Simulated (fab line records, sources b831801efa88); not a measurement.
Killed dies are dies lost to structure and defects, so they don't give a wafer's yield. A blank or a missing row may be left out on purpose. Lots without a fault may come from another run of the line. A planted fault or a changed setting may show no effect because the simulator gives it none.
Chamber matching | flow sky130 | SKY_FIELD_ISO_ETCH_17 on rie_si-02: 4 sister chambers
The step etches Si in HBr/Cl2/O2, target depth 342 nm, time 97.7 s. 16 wafers are shown with their chamber, then 8 later ones without.

WAFERS WITH THEIR CHAMBER
wafer  | chamber | oes_product_au (a.u.) | throttle_valve_pct (%)
L742.1 | 3       | 1.006                 | 25.652
L742.3 | 2       | 1.006                 | 25.660
L742.6 | 3       | 1.002                 | 25.663
L745.1 | 1       | 0.995                 | 25.638
L745.4 | 3       | 1.001                 | 25.656
L745.5 | 1       | 1.005                 | 25.662
L750.1 | 0       | 1.007                 | 25.651
L750.3 | 1       | 0.999                 | 25.662
L750.6 | 1       | 0.997                 | 25.649
L751.1 | 2       | 1.001                 | 25.648
L751.2 | 3       | 1.004                 | 25.646
L751.4 | 0       | 1.009                 | 25.642
L756.1 | 2       | 1.012                 | 25.662
L756.5 | 1       | 0.992                 | 25.649
L756.6 | 0       | 1.008                 | 25.658
L757.1 | 0       | 0.990                 | 25.649

SIGNATURES (means of the wafers above)
reading            | chamber 0 | chamber 1 | chamber 2 | chamber 3 | scatter within a chamber
oes_product_au     | 1.00350   | 0.99760   | 1.00633   | 1.00325   | 0.00589
throttle_valve_pct | 25.65000  | 25.65200  | 25.65667  | 25.65425  | 0.00822
Rule: a wafer's distance from a chamber is the root of the sum, over the readings, of the square of ((its reading less the chamber's mean) divided by the reading's scatter). The wafer belongs to the nearest chamber; if the next one is less than 2 further off, it can't be placed. The scatter: the root of (the sum of the squares of (reading less its chamber's mean) over the shown wafers, divided by (wafers less chambers)).

WAFERS WITHOUT THEIR CHAMBER
wafer  | oes_product_au (a.u.) | throttle_valve_pct (%)
L757.3 | 0.999                 | 25.646
L757.6 | 0.998                 | 25.653
L758.2 | 1.005                 | 25.642
L758.4 | 1.014                 | 25.645
L758.6 | 1.007                 | 25.649
L762.2 | 1.006                 | 25.655
L762.4 | 0.997                 | 25.658
L762.6 | 1.001                 | 25.654

WHICH CHAMBER EACH WENT THROUGH
wafer  | from the rows above               | in truth
L757.3 | can't be placed: 1 or 0 or 3 or 2 | 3
L757.6 | can't be placed: 1 or 3 or 0 or 2 | 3
L758.2 | can't be placed: 0 or 3 or 1 or 2 | 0
L758.4 | can't be placed: 0 or 2 or 3 or 1 | 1
L758.6 | can't be placed: 0 or 3 or 2 or 1 | 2
L762.2 | can't be placed: 2 or 3 or 0 or 1 | 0
L762.4 | can't be placed: 1 or 3 or 0 or 2 | 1
L762.6 | can't be placed: 3 or 1 or 0 or 2 | 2
Placed correctly: 0 of 8. Can't be placed from these rows: 8 (the true chamber is among the candidates in 8). Placed wrongly: 0.
